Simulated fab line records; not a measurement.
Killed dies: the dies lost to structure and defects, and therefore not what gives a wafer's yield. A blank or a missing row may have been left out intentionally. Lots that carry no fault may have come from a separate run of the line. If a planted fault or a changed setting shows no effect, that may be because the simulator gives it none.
Comparing a struck lot with a sound one + flow sky130 + 15 out of 708 route steps
Sound: these wafers, L351.2, L351.3, L351.5. Wafers L366.2, L366.4, L366.5 were the ones struck. At the end, the cause is stated.
At each step with rows: each side's tool, then ch and its chambers, then its first start. Under that, the readings that differ: sound wafers + struck wafers + difference of the means + sigmas: that difference in standard deviations of wafers without a fault.
alike: words and numbers the same on both sides, and readings whose means are apart by under 2 such deviations; not compared: readings that were withheld, readings missing a value for some wafer, numbers with overlapping values and no deviation given by the record, and bounds like >300 which may hide the same value.
Wherever a step has rows on one side only, a row that says differs or no value, or a row with sigmas, the two part there. Numbers that don't overlap but have no deviation are shown without sigmas and don't part them. Lack of a reading on every wafer of one side parts them only where that side has two or more wafers.

first, 3 steps without rows for these wafers: SKY_CONTACT_EXPOSE_11 (exposes mask CTM1, target cd 170 nm); SKY_CONTACT_PEB_12; SKY_CONTACT_DEVELOP_13 (develop time 60 s).
SKY_CONTACT_CD_MEAS_14 targets a cd of 170 nm.
  sound: cd-sem-01 at day 33 15:43; struck: cd-sem-02 at day 38 05:31
  alike: cd-nm
SKY_CONTACT_OVL_MEAS_15:
  sound: overlay-02 at day 33 15:49; struck: overlay-02 at day 38 05:37
  alike: CONTACT_OVL
SKY_CONTACT_ETCH_16: etches BARC in N2/H2, stops on SiO2, time 45.9 s, target depth 60 nm.
  sound on rie-diel-02 ch 0,2, day 33 15:51; struck on rie-diel-03 ch 0,3, day 38 05:39
  alike: drypump-motor-current-A, oes-product-au, throttle-valve-pct
  not compared: rf-hours-counter-h
SKY_CONTACT_ETCH_17: etches SiO2 in C4F8/O2/Ar, stops on Si3N4, target depth 340 nm.
  sound on rie-diel-02 ch 0,2, day 33 15:53; struck on rie-diel-03 ch 0,3, day 38 05:41
  alike: oes-product-au
SKY_CONTACT_ETCH_18: etches Si3N4 in CHF3/O2, stops on TiN, time 39 s, target depth 75 nm.
  sound on rie-diel-02 ch 0,2; struck on rie-diel-03 ch 0,3
  alike: O2_flow_sccm, drypump-motor-current-A, oes-product-au, throttle-valve-pct
  not compared: rf-hours-counter-h
SKY_CONTACT_STRIP_19: strips in O2/N2.
  sound on plasma-asher-03 ch 0,1, day 33 15:59; struck on plasma-asher-02 ch 0, day 38 05:47
  alike: drypump-motor-current-A, oes-product-au, strip-time-to-endpoint-s
  not compared: rf-hours-counter-h
then, 3 steps without rows for these wafers: SKY_CONTACT_STRIP_20 (strips in post etch residue remover, time 1200 s); SKY_CONTACT_CLEAN_21 (cleans in IPA, time 180 s); SKY_CONTACT_CLEAN_22 (cleans in O3/DIW).
SKY_CONTACT_SPUTTER_23: material TiN, target thk 20 nm, time 80 s.
  sound: pvd-sputter-04 at day 33 16:34; struck: pvd-sputter-04 at day 38 06:23
| reading                                     | sound             | struck            | difference | sigmas |
|---------------------------------------------|-------------------|-------------------|------------|--------|
| model.TiN_of_CONTACT_SPUTTER_23.thk-nm (nm) | 19.74 19.87 19.83 | 22.91 23.15 22.71 | +3.11      |        |
  alike: cathode-dc-power-W, throttle-valve-pct
SKY_CONTACT_CVD_24: deposits W, target thk 340 nm, time 102.12 s.
  sound on cvd-w-02 ch 0,1, day 33 16:38; struck on cvd-w-02 ch 0,1, day 38 06:26
  alike: heater-power-outer-w, heater-power-w
SKY_PAD_OPEN_PROBE_99:
  sound wafers here have rows in the record (prober-01, day 47 06:16); struck ones have none

== WHERE THEY PART ==
At SKY_PAD_OPEN_PROBE_99 and nowhere else, as far as this record goes.

WHY: what the simulator had put in
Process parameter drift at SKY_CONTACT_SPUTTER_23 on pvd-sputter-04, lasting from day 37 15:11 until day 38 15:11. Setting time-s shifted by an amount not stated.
